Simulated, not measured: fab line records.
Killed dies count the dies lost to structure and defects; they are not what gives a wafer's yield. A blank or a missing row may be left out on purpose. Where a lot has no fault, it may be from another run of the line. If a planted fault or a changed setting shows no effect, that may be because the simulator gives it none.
Which of the tools did it?	flow sfq line	14 lots, 42 wafers sampled, at 5 steps of a route of 325

WHAT THE GAUGES READ, wafer by wafer
SFQ_M8_RS_MEAS_949: measures by four-point-probe. Usual: M8_AU_RS 0.1535 ohm/sq, standard deviation 0.0017.
lot	measured	on	M8_AU_RS (ohm/sq)	flag
L997	day 86 09:25	film metro-04	0.1540 0.1548 0.1545	
L998	day 86 13:04	film metro-03	0.1557 0.1557 0.1546	
L999	day 86 16:38	film metro-04	0.1547 0.1541 0.1510	
L100	day 86 20:13	film metro-03	0.1544 0.1550 0.1550	
L102	day 87 01:02	film metro-03	0.1530 0.1536 0.1519	
L108	day 91 01:45	film metro-04	0.1505 0.1526 0.1527	
L109	day 91 06:34	film metro-03	0.1550 0.1545 0.1539	
L112	day 91 22:09	film metro-03	0.1525 0.1527 0.1538	
L113	day 92 00:32	film metro-03	0.1566 0.1568 0.1552	
L114	day 92 04:09	film metro-04	0.1548 0.1539 0.1535	
L115	day 92 07:46	film metro-03	0.1517 0.1532 0.1533	
L116	day 92 14:56	film metro-03	0.1565 0.1576 0.1570	
L117	day 92 19:45	film metro-02	0.1528 0.1518 0.1518	
L120	day 93 06:19	film metro-04	0.1515 0.1518 0.1513	

SFQ_M8_BOW_MEAS_951. Usual: M8_BOW 7 um, standard deviation 10.
lot	measured	on	M8_BOW (um)	flag
L997	day 86 09:47	film metro-03	8 8 10	
L998	day 86 13:25	film metro-02	13 8 13	
L999	day 86 17:00	film metro-03	11 19 19	
L100	day 86 20:35	film metro-02	16 6 8	
L102	day 87 01:24	film metro-04	-2 -2 5	
L108	day 91 02:07	film metro-03	10 0 15	
L109	day 91 06:56	film metro-02	-3 3 -12	
L112	day 91 22:31	film metro-04	10 14 20	
L113	day 92 00:54	film metro-04	8 13 3	
L114	day 92 04:31	film metro-03	0 -2 -6	
L115	day 92 08:08	film metro-04	6 0 16	
L116	day 92 15:17	film metro-04	17 17 6	
L117	day 92 20:07	film metro-03	-15 -22 -18	
L120	day 93 06:40	film metro-02	5 17 25	

TOOL THAT RAN EACH LOT (tool first, then ch and the chambers of the sampled wafers, then the start)
lot	SFQ_TRILAYER_I4_CMP_CMP_100	SFQ_TRILAYER_M7_LITHO_COAT_182	SFQ_TRILAYER_M7_BARC_OPEN_METAL_ETCH_229
L997	cmp-01 ch 0,2, day 41 12:52	litho track-01 ch 0, day 78 07:01	rie metal-04 ch 0,1, day 82 00:14
L998	cmp-02 ch 1,2, day 42 08:06	litho track-01 ch 0, day 78 09:31	rie metal-04 ch 0,1, day 82 02:40
L999	cmp-01 ch 1,2,3, day 44 08:53	litho track-01 ch 0, day 78 11:52	rie metal-01 ch 0,1, day 82 06:14
L100	cmp-01 ch 0,1,2, day 44 14:23	litho track-01 ch 0, day 78 13:01	rie metal-02 ch 0,1, day 82 07:26
L102	cmp-01 ch 0,1,2, day 45 02:23	litho track-03 ch 0, day 78 16:40	rie metal-01 ch 0,1, day 82 13:26
L108	cmp-02 ch 0,2,3, day 45 23:58	litho track-01 ch 0, day 82 18:19	rie metal-01 ch 0,1, day 86 20:41
L109	cmp-02 ch 0,2, day 47 01:29	litho track-01 ch 0, day 83 01:34	rie metal-02 ch 0,1, day 87 02:43
L112	cmp-01 ch 0,2,3, day 47 14:53	litho track-03 ch 0, day 83 19:31	rie metal-02 ch 0,1, day 87 17:05
L113	cmp-02 ch 1,3, day 47 17:35	litho track-02 ch 0, day 84 05:04	rie metal-04 ch 0,1, day 87 20:41
L114	cmp-02 ch 2,3, day 47 20:35	litho track-03 ch 0, day 84 11:07	rie metal-02 ch 0,1, day 88 00:17
L115	cmp-02 ch 1,2, day 48 00:05	litho track-03 ch 0, day 84 13:34	rie metal-02 ch 0,1, day 88 02:43
L116	cmp-01 ch 2,3, day 48 05:53	litho track-02 ch 0, day 84 18:52	rie metal-01 ch 1, day 88 11:05
L117	cmp-02 ch 2,3, day 48 06:05	litho track-02 ch 0, day 84 23:43	rie metal-01 ch 0,1, day 88 18:25
L120	cmp-01 ch 0,1,2, day 49 11:59	litho track-03 ch 0, day 85 09:52	rie metal-04 ch 0,1, day 89 00:25
- SFQ_TRILAYER_I4_CMP_CMP_100: polishes SiO2.
- SFQ_TRILAYER_M7_LITHO_COAT_182: resist thk 62 nm.
- SFQ_TRILAYER_M7_BARC_OPEN_METAL_ETCH_229: etches BARC in O2, target depth 125 nm, time 41.7 s.

WHAT THE TOOLS THEMSELVES READ (means of the sampled wafers that have a number; where no wafer has one, the mark that the record gives instead)
SFQ_TRILAYER_I4_CMP_CMP_100. Usual: edge zone pressure frac 1.000, standard deviation 0.005; motor current A 9.6 A, standard deviation 0.64; time to endpoint s 215 s, standard deviation 7.8.
lot	tool	edge zone pressure frac	motor current A (A)	time to endpoint s (s)	flag
L997	cmp-01	1.001	9.0	210	
L998	cmp-02	0.997	9.7	221	
L999	cmp-01	0.995	9.6	219	
L100	cmp-01	1.008	9.0	213	
L102	cmp-01	0.998	8.9	219	
L108	cmp-02	1.002	9.8	212	
L109	cmp-02	0.999	10.1	222	
L112	cmp-01	1.001	9.8	213	
L113	cmp-02	0.996	9.8	221	
L114	cmp-02	1.007	9.5	219	
L115	cmp-02	0.999	9.7	224	
L116	cmp-01	1.006	9.9	212	
L117	cmp-02	0.996	9.7	219	
L120	cmp-01	1.001	9.6	209	

SFQ_TRILAYER_M7_LITHO_COAT_182. Usual: resist line temp C 23.00 C, standard deviation 0.11; spin speed rpm 3000.3 rpm, standard deviation 2.6.
lot	tool	resist line temp C (C)	spin speed rpm (rpm)	flag
L997	litho track-01	23.09	2997.2	
L998	litho track-01	22.99	2998.1	
L999	litho track-01	23.11	3002.4	
L100	litho track-01	23.11	3003.4	
L102	litho track-03	23.13	3002.4	
L108	litho track-01	22.94	2560.7	OFF
L109	litho track-01	23.09	2555.4	OFF
L112	litho track-03	23.04	2996.4	
L113	litho track-02	22.90	2999.6	
L114	litho track-03	23.14	3001.5	
L115	litho track-03	23.05	3001.5	
L116	litho track-02	22.90	3000.2	
L117	litho track-02	22.94	2999.4	
L120	litho track-03	23.06	3001.4	

SFQ_TRILAYER_M7_BARC_OPEN_METAL_ETCH_229. Usual: chamber pressure mTorr 10.000 mTorr, standard deviation 0.0097; drypump motor current A 5.3 A, standard deviation 0.37; oes product au 0.686 a.u., standard deviation 0.0043.
lot	tool	chamber pressure mTorr (mTorr)	drypump motor current A (A)	oes product au (a.u.)	flag
L997	rie metal-04	9.997	5.2	0.685	
L998	rie metal-04	10.001	5.2	0.687	
L999	rie metal-01	9.992	5.7	0.681	
L100	rie metal-02	10.000	5.0	0.684	
L102	rie metal-01	10.001	5.5	0.692	
L108	rie metal-01	9.998	5.5	0.714	OFF
L109	rie metal-02	10.004	5.0	0.714	OFF
L112	rie metal-02	10.007	5.3	0.689	
L113	rie metal-04	10.002	5.1	0.692	
L114	rie metal-02	10.010	5.4	0.686	
L115	rie metal-02	10.005	5.0	0.684	
L116	rie metal-01	10.005	5.4	0.681	
L117	rie metal-01	9.997	5.7	0.686	
L120	rie metal-04	10.008	5.2	0.688	

THE ANSWER, worked out from the rows above alone
Rule: a lot counts as off when the mean over its wafers that have a number is more than 3 standard deviations away from the usual mean. Also off: a lot with no number at a reading for which 4 or more lots have one. All remaining lots with rows at the step are treated as sound. Order of review: gauges by route order, followed by the tools' own readings, for which a lot's mean as printed above is used. At the first step where some lot is off, the reading lying furthest off is the one used; lots without a number count as furthest.
Off: L108, L109 (SFQ_TRILAYER_M7_LITHO_COAT_182, spin speed rpm).
If a tool, at that step or one of the process steps before it, ran each lot that is off and ran no sound lot following the first of them, it fits. One fits: litho track-01 at SFQ_TRILAYER_M7_LITHO_COAT_182. Its last sound lot is L100 (day 78 13:01), its first lot that is off L108 (day 82 18:19): a fault that began between those two fits.
The tool's own readings at SFQ_TRILAYER_M7_LITHO_COAT_182 bear it out: on the lots that are off they differ by more than 5 times the standard deviation of the sound lots' means. spin speed rpm reads 2558.1 rpm there against 3000.3 rpm on the sound lots.

WHAT THE SIMULATOR HAD INSERTED
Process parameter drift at SFQ_TRILAYER_M7_LITHO_COAT_182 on litho track-01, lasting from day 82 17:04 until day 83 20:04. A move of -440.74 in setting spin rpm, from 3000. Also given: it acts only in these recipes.
Struck lots among those shown: L108, L109. Same finding as the rule above.
